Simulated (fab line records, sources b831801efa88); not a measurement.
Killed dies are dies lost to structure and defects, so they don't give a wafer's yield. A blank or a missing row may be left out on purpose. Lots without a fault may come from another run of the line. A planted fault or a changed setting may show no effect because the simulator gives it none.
One fault seen from 2 desks | flow gf180mcu | each desk has only its own numbers; what lay behind them comes last

THE TOOL OWNER'S DESK: pvd_sputter-03
The tool's own readings at GF_CONTACT_SPUTTER_23 (material TiN, target thk 10 nm, time 40 s): means of the sampled wafers that have a number, for each lot that ran on this tool. A lot is out of limits, marked OUT, if its mean lies more than 4 standard deviations from the usual mean; the brackets give that distance.
Columns: A = throttle_valve_pct at GF_CONTACT_SPUTTER_23, usual 30.5 %
lot  | first seen here | A
L154 | day 18 10:52    | 30.3
L157 | day 19 12:47    | 29.2
L168 | day 23 08:26    | 29.7
This desk's finding: nothing out of limits on any of the 3 lots.

THE METROLOGY DESK
What the gauges read, lot by lot, whatever tool the lot ran on: means of the sampled wafers that have a number. A lot is out of limits, marked OUT, if its mean lies more than 4 standard deviations from the usual mean; the brackets give that distance.
Columns: A = cd_nm at GF_CONTACT_CD_MEAS_14, usual 220.2 nm; B = CONTACT_OVL at GF_CONTACT_OVL_MEAS_15, usual 4 nm
lot  | first seen here | A     | B
L154 | day 18 10:11    | 219.5 | 3
L155 | day 18 16:32    | 219.2 | 4
L157 | day 19 12:07    | 220.0 | 11
L166 | day 22 10:36    | 219.1 | 1
L168 | day 23 07:41    | 220.3 | 8
L171 | day 24 02:50    | 220.8 | 7
This desk's finding: nothing out of limits on any of the 6 lots.

PUT TOGETHER
The tool owner's desk saw nothing out of limits.
The metrology desk saw nothing out of limits.

WHAT THE SIMULATOR HAD PUT IN
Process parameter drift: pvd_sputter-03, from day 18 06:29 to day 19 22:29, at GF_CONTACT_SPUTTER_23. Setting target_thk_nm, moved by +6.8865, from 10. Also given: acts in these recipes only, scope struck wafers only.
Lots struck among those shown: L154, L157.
